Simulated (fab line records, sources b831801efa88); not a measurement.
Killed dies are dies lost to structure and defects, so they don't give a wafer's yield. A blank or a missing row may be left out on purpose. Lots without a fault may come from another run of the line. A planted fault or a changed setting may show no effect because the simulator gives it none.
fab line records | flow sky130
record lots=24 wafers=72 last_day=50
route steps=708 shown FIELD_ISO@5 VIA1@482 METAL2@503 VIA2@529 CAPM@549 VIA3@576
lots that met no fault: from a run of the same line without faults
start_h: hours from the record's first day to the start of the lot's first wafer shown | wait_h: hours since the lot's step before | " the same as in the row above | L1.1+2: a row that stands for several wafers | - no value, or no start given | * or withheld: withheld | < > ~ a bound
route shown NAME@n: a module of which the file shows steps, and the number in the route of the first | usual: mean/standard deviation of fault-free wafers | same: alike in all rows | chamber/n: place in a boat | sites: the reading at each site | _std_site: their standard deviation | _edge_site: outer sites' mean less inner sites' | radius_mm: how far each site lies from the wafer's centre | mask NAME#n: copy n | behind: the tool/chamber that last shaped the wafer | hold: why the lot was held/for how many hours/how that ended | device: the transistor (n, p or np) that didn't switch | end of line: the same wafers' tests at the end of the route | a step without rows: its recipe alone | killed: dies lost to structure and defects at the first sort, not the wafer's yield | map: a wafer's dies, x killed, . not, _ none there
set.NAME: the setting as run; set.NAME@STEP: as run at that earlier step | model.NAME: the simulator's own value behind a step, which no gauge read
steps of the route over a sample of lots; a table a step, a row a wafer
services: from which hour (start_h, from the record's first day; less than 0 if before it) a tool's chamber was out of use, for how many hours, and why
## steps
# step SKY_FIELD_ISO_THK_MEAS_04
# recipe reads=Si3N4_of_FIELD_ISO_CVD_03
# usual FIELD_ISO_CVD_03_THK=166.3/1.4
# columns lot.wafer tool chamber start_h wait_h FIELD_ISO_CVD_03_THK[nm]
L074.1 film_metro-03 - 14.16 0.0 164.2
L074.4 " - " " 164.8
L074.5 " - " " 166.1
L075.3 film_metro-03 - 19.01 0.0 165.9
L075.4 " - " " 164.1
L075.6 " - " " 166.9
L076.1 film_metro-01 - 24.39 0.0 166.5
L076.5 " - " " 165.6
L076.6 " - " " 165.9
L077.2 film_metro-03 - 29.08 0.0 166.8
L077.3 " - " " 166.1
L077.4 " - " " 165.8
L078.2 film_metro-04 - 33.78 0.0 165.2
L078.3 " - " " 165.3
L078.5 " - " " 163.9
L079.2 film_metro-01 - 39.10 0.0 164.5
L079.3 " - " " 164.9
L079.5 " - " " 165.0
L080.2 film_metro-04 - 43.52 0.0 167.8
L080.3 " - " " 169.0
L080.6 " - " " 166.8
L081.1 film_metro-01 - 51.84 0.0 165.3
L081.5 " - " " 165.3
L081.6 " - " " 166.1
L082.2 film_metro-04 - 57.40 0.0 167.6
L082.3 " - " " 166.5
L082.5 " - " " 166.5
L083.2 film_metro-03 - 60.40 0.0 165.0
L083.4 " - " " 164.4
L083.5 " - " " 163.5
L084.1 film_metro-03 - 66.67 0.0 164.6
L084.3 " - " " 165.0
L084.5 " - " " 166.0
L085.3 film_metro-04 - 70.73 0.0 167.0
L085.5 " - " " 165.2
L085.6 " - " " 166.3
L086.1 film_metro-01 - 74.63 0.0 166.1
L086.2 " - " " 166.2
L086.4 " - " " 167.9
L087.4 film_metro-04 - 82.61 0.0 170.1
L087.5 " - " " 168.4
L087.6 " - " " 168.1
L088.1 film_metro-01 - 87.98 0.0 167.1
L088.2 " - " " 166.9
L088.3 " - " " 168.4
L089.1 film_metro-03 - 92.17 0.0 165.7
L089.3 " - " " 165.6
L089.6 " - " " 165.7
L090.2 film_metro-03 - 95.17 0.0 167.0
L090.4 " - " " 167.8
L090.5 " - " " 167.9
L091.1 film_metro-04 - 101.69 0.0 166.8
L091.3 " - " " 166.6
L091.4 " - " " 165.5
L092.3 film_metro-03 - 105.96 0.0 167.8
L092.4 " - " " 165.7
L092.6 " - " " 166.7
L093.1 film_metro-03 - 112.00 0.0 167.4
L093.2 " - " " 168.8
L093.5 " - " " 167.6
L094.4 film_metro-04 - 117.01 0.0 166.5
L094.5 " - " " 165.8
L094.6 " - " " 166.5
L095.1 film_metro-01 - 118.99 0.0 168.1
L095.3 " - " " 168.1
L095.5 " - " " 166.5
L096.2 film_metro-01 - 124.40 0.0 166.3
L096.3 " - " " 166.4
L096.6 " - " " 166.5
L097.2 film_metro-04 - 129.11 0.0 167.2
L097.3 " - " " 166.7
L097.5 " - " " 167.5
# step SKY_VIA1_CMP_24
# recipe stop_on=SiO2 t_overpolish_s=15 down_force_psi=3.5 platen_rpm=60 target_thk_nm=0 pad_velocity_m_s=0.94248
# usual motor_current_A=10.9/1.2 overpolish_run_s=14.999/0.0094 time_to_endpoint_s=66/3
# columns lot.wafer tool chamber start_h wait_h motor_current_A overpolish_run_s time_to_endpoint_s
L074.4 cmp-02 1 790.61 0.1 11.9 14.987 69
L074.1 " 3 " " 9.8 14.992 68
L074.5 " 0 " " 10.4 15.001 70
L075.3 cmp-02 1 792.81 0.1 12.5 15.000 65
L075.4 " 3 " " 9.0 15.011 70
L075.6 " 0 " " 10.5 14.997 69
L076.1 cmp-01 3 803.64 0.2 11.6 15.002 61
L076.5 " 0 " " 10.6 14.988 68
L076.6 " 1 " " 9.1 15.017 65
L077.2 cmp-01 2 813.06 0.0 12.8 15.016 65
L077.3 " 3 " " 11.6 15.005 63
L077.4 " 1 " " 10.1 15.004 64
L078.2 cmp-01 1 814.24 0.1 10.0 15.005 64
L078.3 " 2 " " 13.0 14.996 68
L078.5 " 1 " " 10.0 15.012 67
L079.2 cmp-01 3 838.55 0.0 11.2 15.016 65
L079.3 " 2 " " 12.6 14.987 62
L079.5 " 3 " " 10.7 15.011 63
L080.2 cmp-02 0 845.79 0.1 10.4 15.004 69
L080.3 " 2 " " 10.3 14.994 66
L080.6 " 3 " " 8.9 14.992 66
L082.2 cmp-02 2 858.51 0.0 10.0 15.003 66
L082.3 " 3 " " 9.0 15.006 67
L082.5 " 2 " " 10.3 14.996 64
L083.2 cmp-01 3 863.55 0.1 11.6 14.992 63
L083.4 " 0 " " 10.7 15.003 69
L083.5 " 2 " " 13.8 15.002 61
L084.3 cmp-01 1 880.64 0.1 9.6 14.986 65
L084.1 " 2 " " 12.8 14.992 68
L084.5 " 0 " " 10.1 14.980 67
L081.1 cmp-01 2 882.01 0.4 13.7 14.988 67
L081.6 " 3 " " 11.4 15.010 69
L081.5 " 0 " " 10.1 14.980 70
L085.3 cmp-01 0 882.21 0.4 10.2 15.007 67
L085.5 " 3 " " 11.7 15.005 64
L085.6 " 0 " " 10.4 15.001 67
L086.1 cmp-02 1 892.26 0.1 12.6 15.004 70
L086.4 " 2 " " 11.0 14.996 69
L086.2 " 3 " " 9.0 15.003 70
L087.4 cmp-02 2 892.82 0.1 10.6 15.009 63
L087.5 " 0 " " 10.4 14.988 64
L087.6 " 1 " " 12.7 15.002 64
L088.1 cmp-02 2 902.29 0.4 11.0 14.993 67
L088.2 " 3 " " 9.6 15.005 68
L088.3 " 1 " " 12.8 14.990 67
L089.3 cmp-01 2 911.55 0.1 13.9 15.007 64
L089.1 " 0 " " 10.5 15.010 69
L089.6 " 3 " " 10.9 14.992 63
L090.2 cmp-02 3 918.23 1.8 9.7 15.004 65
L090.4 " 1 " " 11.9 15.002 66
L090.5 " 3 " " 8.5 14.988 63
L091.4 cmp-02 3 921.30 0.0 8.9 14.974 67
L091.3 " 1 " " 12.4 15.002 70
L091.1 " 2 " " 10.6 15.001 66
L092.3 cmp-01 2 929.26 0.1 12.4 15.000 64
L092.4 " 0 " " 10.3 15.006 66
L092.6 " 1 " " 9.7 14.996 64
L093.2 cmp-01 1 943.65 0.0 9.7 15.001 60
L093.1 " 3 " " 11.2 14.990 62
L093.5 " 1 " " 10.2 14.996 68
L094.4 cmp-01 1 945.41 0.0 10.1 14.999 59
L094.6 " 1 " " 9.2 15.001 63
L094.5 " 2 " " 13.0 15.001 58
L095.1 cmp-02 1 946.51 0.1 12.4 15.007 73
L095.3 " 0 " " 10.9 15.000 69
L095.5 " 1 " " 12.0 15.014 71
L096.3 cmp-02 3 952.78 0.4 9.9 14.993 65
L096.2 " 1 " " 11.9 14.998 71
L096.6 " 3 " " 9.0 15.014 68
L097.3 cmp-02 0 964.78 0.3 10.8 14.996 70
L097.2 " 1 " " 11.8 15.003 71
L097.5 " 1 " " 12.5 15.010 70
# step SKY_METAL2_STRIP_20
# recipe chemistry=O2/N2 power_w=1400 pressure_mtorr=1500 platen_temp_c=withheld o2_flow_sccm=3000 n2_flow_sccm=300 overash_fraction=0.5
# usual drypump_motor_current_A=6.0/0.45 o2_flow_sccm=2999/10 oes_product_au=0.343/0.0047 strip_time_to_endpoint_s=2.71/0.036
# columns lot.wafer tool chamber start_h wait_h drypump_motor_current_A o2_flow_sccm oes_product_au rf_hours_counter_h strip_time_to_endpoint_s
L074.1 plasma_asher-03 0 817.30 0.1 6.0 2997 0.343 38 2.69
L074.4 " 1 " " 6.4 2995 0.345 - 2.71
L074.5 " 1 " " 6.4 3006 0.342 - 2.67
L075.3 plasma_asher-04 0 819.31 0.1 5.6 2988 0.343 - 2.66
L075.4 " 1 " " 6.1 2990 0.341 - 2.67
L075.6 " 0 " " 5.6 3000 0.334 - 2.68
L076.1 plasma_asher-03 1 829.91 0.1 6.4 3010 0.347 39 2.70
L076.5 " 0 " " 5.9 3006 0.344 - 2.72
L076.6 " 1 " " 6.4 2989 0.337 - 2.75
L077.2 plasma_asher-03 0 840.38 0.1 6.0 3003 0.353 40 2.75
L077.3 " 1 " " 6.3 2994 0.346 - 2.70
L077.4 " 0 " " 6.0 3003 0.345 - 2.71
L078.2 plasma_asher-03 1 841.03 0.1 6.4 2979 0.342 41 2.67
L078.3 " 1 " " 6.4 2989 0.338 - 2.64
L078.5 " 1 " " 6.4 2988 0.348 - 2.66
L079.2 plasma_asher-03 0 864.68 0.1 6.0 3005 0.339 43 2.68
L079.3 " 1 " " 6.4 2978 0.344 - 2.67
L079.5 " 1 " " 6.4 2995 0.354 - 2.73
L080.2 plasma_asher-01 1 872.55 0.1 6.6 2997 0.346 105 2.76
L080.3 " 1 " " 6.6 3004 0.345 - 2.75
L080.6 " 1 " " 6.6 2997 0.333 - 2.71
L082.2 plasma_asher-03 0 885.23 0.1 5.9 2991 0.349 45 2.72
L082.3 " 1 " " 6.4 3015 0.338 - 2.71
L082.5 " 0 " " 5.9 3005 0.344 - 2.71
L083.2 plasma_asher-03 0 890.30 0.1 5.9 3001 0.351 46 2.69
L083.4 " 1 " " 6.4 3009 0.345 - 2.69
L083.5 " 1 " " 6.4 3009 0.336 - 2.70
L084.1 plasma_asher-01 1 906.58 0.1 6.6 2997 0.345 106 2.68
L084.3 " 1 " " 6.6 2995 0.339 - 2.73
L084.5 " 1 " " 6.6 3003 0.343 - 2.77
L081.1 plasma_asher-04 1 907.71 0.1 6.0 3007 0.337 78 2.70
L081.5 " 0 " " 5.6 2997 0.339 - 2.69
L081.6 " 1 " " 6.0 3015 0.347 - 2.71
L085.3 plasma_asher-01 1 908.23 0.1 6.6 2992 0.343 - 2.69
L085.5 " 1 " " 6.6 3006 0.348 - 2.71
L085.6 " 0 " " 5.4 2995 0.344 - 2.71
L086.1 plasma_asher-01 1 918.05 0.1 6.6 3000 0.348 108 2.77
L086.2 " 0 " " 5.4 2986 0.350 108 2.77
L086.4 " 0 " " 5.4 2988 0.346 - 2.76
L087.4 plasma_asher-04 0 918.26 0.1 5.6 2997 0.345 - 2.73
L087.5 " 1 " " 6.0 3000 0.344 - 2.70
L087.6 " 0 " " 5.6 2996 0.339 - 2.74
L088.1 plasma_asher-01 0 927.41 0.1 5.4 3011 0.349 109 2.72
L088.2 " 1 " " 6.6 2988 0.348 109 2.74
L088.3 " 0 " " 5.4 2995 0.342 - 2.73
L089.1 plasma_asher-03 0 937.03 0.1 5.9 3015 0.346 51 2.68
L089.3 " 1 " " 6.3 3009 0.339 - 2.64
L089.6 " 0 " " 5.9 3001 0.344 - 2.67
L090.2 plasma_asher-01 1 943.36 0.1 6.6 2989 0.344 110 2.76
L090.4 " 1 " " 6.6 2980 0.346 - 2.73
L090.5 " 1 " " 6.6 3002 0.343 - 2.75
L091.1 plasma_asher-03 0 945.90 0.1 5.9 2996 0.349 52 2.77
L091.3 " 0 " " 5.9 3010 0.338 - 2.74
L091.4 " 1 " " 6.4 2984 0.349 - 2.76
L092.3 plasma_asher-01 0 954.24 0.1 5.4 3016 0.334 - 2.66
L092.4 " 1 " " 6.6 2991 0.341 - 2.67
L092.6 " 1 " " 6.6 2982 0.340 - 2.65
L093.1 plasma_asher-01 0 968.66 0.1 5.4 2985 0.348 113 2.68
L093.2 " 1 " " 6.6 2986 0.336 113 2.66
L093.5 " 1 " " 6.6 3014 0.349 - 2.73
L094.4 plasma_asher-03 0 969.91 0.1 5.9 2987 0.338 - 2.70
L094.5 " 0 " " 6.0 2985 0.342 - 2.64
L094.6 " 1 " " 6.4 2991 0.348 - 2.65
L095.1 plasma_asher-01 1 971.75 0.1 6.6 2998 0.340 113 2.71
L095.3 " 0 " " 5.4 2995 0.337 - 2.69
L095.5 " 0 " " 5.4 2995 0.340 - 2.73
L096.2 plasma_asher-01 0 977.26 0.1 5.4 3010 0.346 114 2.78
L096.3 " 0 " " 5.4 2996 0.348 - 2.76
L096.6 " 0 " " 5.4 3003 0.338 - 2.78
L097.2 plasma_asher-01 0 989.10 0.1 5.4 2995 0.338 115 2.70
L097.3 " 1 " " 6.6 2997 0.345 - 2.67
L097.5 " 1 " " 6.6 2998 0.339 - 2.68
# step SKY_VIA2_RS_MEAS_22
# recipe thk_meas_gauge=four-point-probe reads=W_of_VIA2_CVD_21+TiN_of_VIA2_SPUTTER_20
# usual VIA2_W_RS=0.270/0.0045
# columns lot.wafer tool chamber start_h wait_h VIA2_W_RS[ohm/sq]
L074.1 film_metro-03 - 846.53 0.1 0.281
L074.4 " - " " 0.279
L074.5 " - " " 0.272
L075.3 film_metro-03 - 848.11 0.1 0.272
L075.4 " - " " 0.276
L075.6 " - " " 0.273
L076.1 film_metro-01 - 858.90 0.1 0.273
L076.5 " - " " 0.271
L076.6 " - " " 0.268
L077.2 film_metro-01 - 867.97 0.1 0.276
L077.3 " - " " 0.273
L077.4 " - " " 0.276
L078.2 film_metro-03 - 869.90 0.1 0.267
L078.3 " - " " 0.266
L078.5 " - " " 0.271
L079.2 film_metro-03 - 892.73 0.1 0.270
L079.3 " - " " 0.273
L079.5 " - " " 0.270
L080.2 film_metro-04 - 900.73 0.1 0.268
L080.3 " - " " 0.269
L080.6 " - " " 0.275
L082.2 film_metro-04 - 912.71 0.1 0.265
L082.3 " - " " 0.270
L082.5 " - " " 0.270
L083.2 film_metro-01 - 918.43 0.1 0.272
L083.4 " - " " 0.274
L083.5 " - " " 0.269
L084.1 film_metro-01 - 933.72 0.1 0.272
L084.3 " - " " 0.265
L084.5 " - " " 0.263
L081.1 film_metro-04 - 934.55 0.1 0.266
L081.5 " - " " 0.272
L081.6 " - " " 0.262
L085.3 film_metro-04 - 935.22 0.1 0.276
L085.5 " - " " 0.269
L085.6 " - " " 0.275
L086.1 film_metro-01 - 945.09 0.1 0.267
L086.2 " - " " 0.271
L086.4 " - " " 0.271
L087.4 film_metro-04 - 945.42 0.1 0.269
L087.5 " - " " 0.274
L087.6 " - " " 0.269
L088.1 film_metro-04 - 954.43 0.1 0.273
L088.2 " - " " 0.266
L088.3 " - " " 0.273
L089.1 film_metro-04 - 963.86 0.1 0.271
L089.3 " - " " 0.270
L089.6 " - " " 0.269
L090.2 film_metro-04 - 970.13 0.1 0.269
L090.4 " - " " 0.265
L090.5 " - " " 0.270
L091.1 film_metro-03 - 972.02 0.1 0.266
L091.3 " - " " 0.268
L091.4 " - " " 0.271
L092.3 film_metro-03 - 980.75 0.1 0.270
L092.4 " - " " 0.273
L092.6 " - " " 0.269
L093.1 film_metro-04 - 994.56 0.1 0.272
L093.2 " - " " 0.268
L093.5 " - " " 0.270
L094.4 film_metro-04 - 996.20 0.1 0.260
L094.5 " - " " 0.264
L094.6 " - " " 0.269
L095.1 film_metro-01 - 997.77 0.1 0.262
L095.3 " - " " 0.264
L095.5 " - " " 0.263
L096.2 film_metro-04 - 1002.42 0.1 0.268
L096.3 " - " " 0.269
L096.6 " - " " 0.276
L097.2 film_metro-01 - 1014.69 0.1 0.268
L097.3 " - " " 0.268
L097.5 " - " " 0.263
# step SKY_CAPM_OVL_MEAS_12
# usual CAPM_OVL=-0.4/1.4
# columns lot.wafer tool chamber start_h wait_h CAPM_OVL[nm]
L074.1 overlay-01 - 873.01 0.1 -2.5
L074.4 " - " " -1.2
L074.5 " - " " 0.2
L075.3 overlay-02 - 874.42 0.1 0.7
L075.4 " - " " 0.4
L075.6 " - " " 1.5
L076.1 overlay-01 - 885.79 0.1 -3.4
L076.5 " - " " 0.3
L076.6 " - " " -1.4
L077.2 overlay-02 - 894.79 0.1 0.0
L077.3 " - " " 0.5
L077.4 " - " " 0.4
L078.2 overlay-01 - 896.29 0.1 -2.9
L078.3 " - " " -0.8
L078.5 " - " " -1.6
L079.2 overlay-01 - 919.14 0.1 -0.2
L079.3 " - " " -0.5
L079.5 " - " " -0.4
L080.2 overlay-01 - 925.71 0.1 -2.4
L080.3 " - " " -1.9
L080.6 " - " " -3.5
L082.2 overlay-02 - 941.44 0.1 1.9
L082.3 " - " " 3.7
L082.5 " - " " 3.0
L083.2 overlay-02 - 943.62 0.1 -0.1
L083.4 " - " " -0.4
L083.5 " - " " -0.9
L084.1 overlay-01 - 958.41 0.1 0.1
L084.3 " - " " 2.2
L084.5 " - " " -0.4
L081.1 overlay-02 - 959.51 0.1 0.8
L081.5 " - " " -0.8
L081.6 " - " " 3.1
L085.3 overlay-01 - 960.42 0.1 0.5
L085.5 " - " " -0.5
L085.6 " - " " 1.9
L086.1 overlay-01 - 969.56 0.1 -1.0
L086.2 " - " " -1.4
L086.4 " - " " 1.9
L087.4 overlay-01 - 969.87 0.1 -0.7
L087.5 " - " " -1.3
L087.6 " - " " -0.4
L088.1 overlay-01 - 979.01 0.1 0.0
L088.2 " - " " -2.5
L088.3 " - " " -1.9
L089.1 overlay-02 - 988.31 0.1 1.3
L089.3 " - " " 1.0
L089.6 " - " " 0.0
L090.2 overlay-01 - 995.02 0.1 -0.9
L090.4 " - " " -2.1
L090.5 " - " " -1.4
L091.1 overlay-02 - 996.04 0.1 0.6
L091.3 " - " " -0.1
L091.4 " - " " 2.3
L092.3 overlay-02 - 1004.72 0.1 -1.0
L092.4 " - " " 1.0
L092.6 " - " " 0.1
L093.1 overlay-02 - 1018.26 0.1 -0.9
L093.2 " - " " -0.2
L093.5 " - " " -0.9
L094.4 overlay-02 - 1019.73 0.1 -1.2
L094.5 " - " " -1.0
L094.6 " - " " -2.8
L095.1 overlay-01 - 1021.41 0.1 -0.5
L095.3 " - " " -0.4
L095.5 " - " " -1.4
L096.2 overlay-01 - 1025.31 0.1 0.0
L096.3 " - " " 0.0
L096.6 " - " " -0.8
L097.2 overlay-01 - 1038.01 0.1 -1.7
L097.3 " - " " -0.7
L097.5 " - " " -1.2
# step SKY_VIA3_BOW_MEAS_03
# recipe mode=bow
# usual VIA3_BOW=79/6.8
# columns lot.wafer tool chamber start_h wait_h VIA3_BOW[um]
L074.1 film_metro-01 - 901.49 0.1 86
L074.4 " - " " 87
L074.5 " - " " 89
L075.3 film_metro-02 - 902.33 0.2 80
L075.4 " - " " 78
L075.6 " - " " 76
L076.1 film_metro-03 - 917.35 0.2 89
L076.5 " - " " 77
L076.6 " - " " 75
L077.2 film_metro-02 - 921.92 0.2 72
L077.3 " - " " 77
L077.4 " - " " 63
L078.2 film_metro-03 - 923.76 0.1 72
L078.3 " - " " 79
L078.5 " - " " 99
L079.2 film_metro-03 - 946.54 0.3 87
L079.3 " - " " 86
L079.5 " - " " 81
L080.2 film_metro-03 - 952.50 0.1 81
L080.3 " - " " 63
L080.6 " - " " 80
L082.2 film_metro-01 - 967.00 0.2 68
L082.3 " - " " 89
L082.5 " - " " 72
L083.2 film_metro-01 - 970.22 0.1 80
L083.4 " - " " 80
L083.5 " - " " 75
L084.1 film_metro-03 - 985.19 0.2 76
L084.3 " - " " 74
L084.5 " - " " 80
L081.1 film_metro-02 - 986.36 0.2 79
L081.5 " - " " 85
L081.6 " - " " 95
L085.3 film_metro-03 - 988.12 0.2 76
L085.5 " - " " 87
L085.6 " - " " 86
L086.1 film_metro-01 - 995.65 0.1 78
L086.2 " - " " 88
L086.4 " - " " 80
L087.4 film_metro-02 - 995.87 0.3 86
L087.5 " - " " 70
L087.6 " - " " 73
L088.1 film_metro-02 - 1004.54 0.1 77
L088.2 " - " " 82
L088.3 " - " " 80
L089.1 film_metro-01 - 1013.16 0.1 85
L089.3 " - " " 76
L089.6 " - " " 87
L090.2 film_metro-03 - 1020.70 0.2 82
L090.4 " - " " 75
L090.5 " - " " 77
L091.1 film_metro-02 - 1022.04 0.1 74
L091.3 " - " " 81
L091.4 " - " " 77
L092.3 film_metro-03 - 1030.06 0.1 90
L092.4 " - " " 80
L092.6 " - " " 71
L093.1 film_metro-03 - 1042.66 0.1 75
L093.2 " - " " 80
L093.5 " - " " 82
L094.4 film_metro-02 - 1043.67 0.3 75
L094.5 " - " " 83
L094.6 " - " " 78
L095.1 film_metro-03 - 1045.85 0.1 79
L095.3 " - " " 79
L095.5 " - " " 74
L096.2 film_metro-03 - 1049.05 0.1 87
L096.3 " - " " 83
L096.6 " - " " 71
L097.2 film_metro-01 - 1061.69 0.5 84
L097.3 " - " " 87
L097.5 " - " " 67
## services
# columns tool chamber start_h hours kind
cmp-02 - 769.86 2.8 repair
plasma_asher-03 - 819.56 1.3 repair
cmp-02 - 862.43 21.5 repair
plasma_asher-01 - 877.02 18.8 repair
plasma_asher-01 - 879.27 0.5 repair
cmp-01 - 883.16 2.1 repair
cmp-02 - 894.13 1.2 repair
cmp-01 - 900.75 5.7 repair
cmp-02 - 905.50 1.2 repair
cmp-02 - 910.89 6.7 repair
cmp-01 - 912.45 4.0 pm
cmp-01 - 916.45 - consumable_replace:conditioner
cmp-01 - 916.45 - consumable_replace:pad
cmp-01 - 920.24 1.6 repair
plasma_asher-04 - 935.76 2.8 pm
plasma_asher-04 - 941.83 8.4 repair
cmp-01 - 952.05 1.2 repair
## key
fault none
